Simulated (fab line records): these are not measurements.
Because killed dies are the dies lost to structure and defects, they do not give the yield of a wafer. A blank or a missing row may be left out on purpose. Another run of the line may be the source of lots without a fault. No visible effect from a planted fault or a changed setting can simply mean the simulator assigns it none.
Which of the tools did it?	flow sky130	14 lots, 42 wafers sampled, at 3 steps of a route of 708

WHAT EACH GAUGE READ, for each wafer
SKY_SONOS_ONO_THK_MEAS_03.
lot	measured	on	SONOS_ONO_CVD_02_THK (nm)
L746	day 11 12:43	film_metro-04	10.16 10.26 10.09
L747	day 11 22:09	film_metro-02	10.45 10.45 10.43
L749	day 12 07:17	film_metro-03	10.52 10.39 10.41
L750	day 12 22:16	film_metro-04	10.52 10.56 10.63
L751	day 13 09:11	film_metro-03	10.43 10.57 10.43
L753	day 14 02:32	film_metro-03	10.22 10.32 10.21
L754	day 14 05:20	film_metro-02	10.43 10.65 10.59
L755	day 14 14:16	film_metro-03	10.84 10.88 10.90
L756	day 14 20:50	film_metro-04	10.48 10.53 10.57
L761	day 16 10:04	film_metro-03	10.38 10.50 10.33
L762	day 16 12:52	film_metro-03	10.43 10.48 10.38
L763	day 17 07:38	film_metro-04	10.49 10.36 10.47
L766	day 18 12:38	film_metro-03	10.38 10.38 10.41
L769	day 19 10:47	film_metro-02	10.49 10.41 10.36

SKY_SONOS_ONO_THK_MEAS_05.
lot	measured	on	SONOS_ONO_CVD_04_THK (nm)
L746	day 11 14:01	film_metro-02	5.81 5.78 5.75
L747	day 11 23:28	film_metro-02	5.63 5.73 5.76
L749	day 12 08:35	film_metro-03	5.83 5.82 5.81
L750	day 12 23:34	film_metro-04	5.69 5.74 5.66
L751	day 13 10:29	film_metro-04	5.53 5.54 5.59
L753	day 14 03:51	film_metro-04	5.70 5.75 5.75
L754	day 14 06:39	film_metro-04	5.72 5.72 5.66
L755	day 14 15:35	film_metro-03	5.85 5.83 5.86
L756	day 15 23:00	film_metro-04	5.80 5.90 5.83
L761	day 16 11:23	film_metro-02	5.74 5.84 5.76
L762	day 16 14:10	film_metro-02	5.75 5.70 5.74
L763	day 17 09:34	film_metro-02	5.85 5.78 5.85
L766	day 18 14:34	film_metro-03	5.64 5.62 5.67
L769	day 19 12:05	film_metro-04	5.80 5.68 5.62

SKY_GATE_OXIDE_OVL_MEAS_10.
lot	measured	on	GATE_OXIDE_OVL (nm)
L746	day 13 15:46	overlay-02	-2.8 -2.2 -2.8
L747	day 14 03:52	overlay-01	1.6 2.3 0.0
L749	day 14 13:36	overlay-02	-1.5 -0.7 1.0
L750	day 15 06:04	overlay-01	-1.0 -0.5 -1.8
L751	day 15 19:39	overlay-02	1.1 2.1 1.7
L753	day 16 11:40	overlay-01	0.1 -0.9 0.0
L754	day 16 17:16	overlay-01	1.3 1.9 0.4
L755	day 17 01:34	overlay-01	-0.5 1.3 -1.2
L756	day 18 12:37	overlay-02	0.2 1.8 0.0
L761	day 19 00:01	overlay-01	-1.4 -2.5 -2.5
L762	day 19 02:48	overlay-02	2.5 4.4 2.5
L763	day 20 02:01	overlay-01	1.7 0.9 0.5
L766	day 21 04:04	overlay-02	-0.8 0.5 -0.5
L769	day 22 02:46	overlay-01	1.1 0.5 1.0

WHAT TOOL EACH LOT RAN ON (gives the tool, then ch and the chambers of the sampled wafers, and finally the start)
Record: no process step prior to these readings.

AS READ BY THE TOOLS THEMSELVES (means over the sampled wafers that have a number; for cases with no such wafer, the mark the record gives instead)
The record holds no such reading with a usual standard deviation.

THE ANSWER, worked out from the rows above alone
Rule: usual is defined by the lots themselves. Put in order of their means at a reading, lots are off if they are a third of the lots or fewer, leave a main group of 4 or more, and stand apart from it by a gap of 3 or more times the standard deviation of the main group's means; of several such gaps the widest counts. Not used: any main group whose means are identical at the precision the tables above print for the reading. A lot without any number at a reading at which 4 lots or more have one is off too. All remaining lots with rows at the step are treated as sound. First the gauges in route order, then the tools' own readings, where a lot's mean is used as printed above. At the first step where some lot is off, the reading lying furthest off is the one used; lots without a number count as furthest.
No lot is off at any reading shown: from this, nothing can be told.

WHAT WAS PUT IN BY THE SIMULATOR
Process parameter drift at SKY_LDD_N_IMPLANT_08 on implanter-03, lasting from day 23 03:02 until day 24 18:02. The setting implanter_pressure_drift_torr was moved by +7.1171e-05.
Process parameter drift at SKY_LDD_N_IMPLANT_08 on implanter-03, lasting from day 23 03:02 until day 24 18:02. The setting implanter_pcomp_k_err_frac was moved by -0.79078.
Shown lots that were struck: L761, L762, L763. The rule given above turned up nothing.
